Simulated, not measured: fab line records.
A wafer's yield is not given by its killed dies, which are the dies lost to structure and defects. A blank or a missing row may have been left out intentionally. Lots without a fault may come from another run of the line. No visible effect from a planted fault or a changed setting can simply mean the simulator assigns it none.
Comparing a struck lot with a sound one || flow sky130 || 16 steps out of a route of 708
Sound: the wafers L286.1, L286.2, L286.5. The struck wafers were L278.1, L278.3, L278.6. The cause is given at the end.
Per side, at each step with rows, come the tool, then ch with its chambers, and then its first start. Under that, the readings that differ: sound wafers || struck wafers || difference of the means || sigmas: that difference in standard deviations of wafers without a fault.
alike: same words and numbers on both sides, and readings whose means sit less than 2 such deviations apart. not compared: any withheld reading, any reading some wafer has no value for, any bound like >300 that may hide the same value, and any number with overlapping values for which the record gives no deviation.
Wherever a step has rows on one side only, a row that says differs or no value, or a row with sigmas, the two part there. Non-overlapping numbers with no deviation appear without sigmas and do not part them. A reading missing from all wafers of one side parts the sides only when that side holds two or more wafers.

SKY_NWELL_RS_MEAS_29: measures by four-point-probe.
  sound on film-metro-03, day 8 20:42; struck on film-metro-02, day 6 23:29
  alike: NWELL_RS
SKY_NWELL_RS_MEAS_31: measures by four-point-probe.
  sound on film-metro-03, day 8 20:56; struck on film-metro-02, day 6 23:44
  alike: PWDE_RS
then, 7 steps without rows for these wafers: SKY_VT_ADJUST_HVTP_DEHYDRATE_00 (time 60 s); SKY_VT_ADJUST_HVTP_HMDS_01 (prime time 60 s); SKY_VT_ADJUST_HVTP_COAT_02 (resist thk 1140 nm); SKY_VT_ADJUST_HVTP_SOFTBAKE_03 (time 60 s); SKY_VT_ADJUST_HVTP_EXPOSE_04 (exposes mask HVTPM, target cd 380 nm); SKY_VT_ADJUST_HVTP_PEB_05; SKY_VT_ADJUST_HVTP_DEVELOP_06 (develop time 60 s).
SKY_VT_ADJUST_HVTP_CD_MEAS_07: the cd target is 380 nm.
  sound on cd-sem-02, day 9 17:25; struck on cd-sem-01, day 7 19:36
{"reading": "cd-nm (nm)", "sound": "376.6 378.0 376.8", "struck": "385.6 382.0 387.5", "difference": "+7.9", "sigmas": "+4"}
SKY_VT_ADJUST_HVTP_OVL_MEAS_08:
  sound on overlay-01, day 9 17:32; struck on overlay-02, day 7 19:43
{"reading": "VT_ADJUST_HVTP_OVL (nm)", "sound": "-0.1 -1.1 -0.6", "struck": "2.3 3.3 2.2", "difference": "+3.2", "sigmas": "+2"}
SKY_VT_ADJUST_HVTP_IMPLANT_09:
  sound on implanter-04 ch 0, day 9 17:34; struck on implanter-02 ch 0, day 7 19:45
{"reading": "beam-energy-keV", "sound": "150.00 150.04 149.87", "struck": "159.05 159.00 159.02", "difference": "+9.05", "sigmas": "+99 or more"}
{"reading": "model.implant.rp-nm (nm)", "sound": "84.61 84.61 84.61", "struck": "89.37 89.37 89.37", "difference": "+4.76", "sigmas": ""}
{"reading": "model.implant.drp-nm (nm)", "sound": "33.4 33.4 33.4", "struck": "35.07 35.07 35.07", "difference": "+1.67", "sigmas": ""}
SKY_VT_ADJUST_HVTP_STRIP_10: strips in O2/N2.
  sound on plasma-asher-02 ch 0,1, day 9 17:43; struck on plasma-asher-01 ch 1, day 7 19:54
  alike: drypump-motor-current-A, oes-product-au, strip-time-to-endpoint-s
  not compared: rf-hours-counter-h
SKY_VT_ADJUST_HVTP_TW_MEAS_11:
  sound on film-metro-04, day 9 17:49; struck on film-metro-04, day 7 20:00
{"reading": "VT_ADJUST_HVTP_TW", "sound": "1357 1354 1359", "struck": "1380 1376 1385", "difference": "+24", "sigmas": "+4"}
then, 1 step without rows for these wafers: SKY_VT_ADJUST_LVTN_DEHYDRATE_00 (time 60 s).
SKY_PAD_OPEN_PROBE_99:
  rows exist in the record for the sound wafers here (prober-01, day 49 05:53), none for the struck ones

## WHERE THEY PART
Last at SKY_PAD_OPEN_PROBE_99 as far as this record goes, first at SKY_VT_ADJUST_HVTP_CD_MEAS_07.

WHY: what the simulator had put in
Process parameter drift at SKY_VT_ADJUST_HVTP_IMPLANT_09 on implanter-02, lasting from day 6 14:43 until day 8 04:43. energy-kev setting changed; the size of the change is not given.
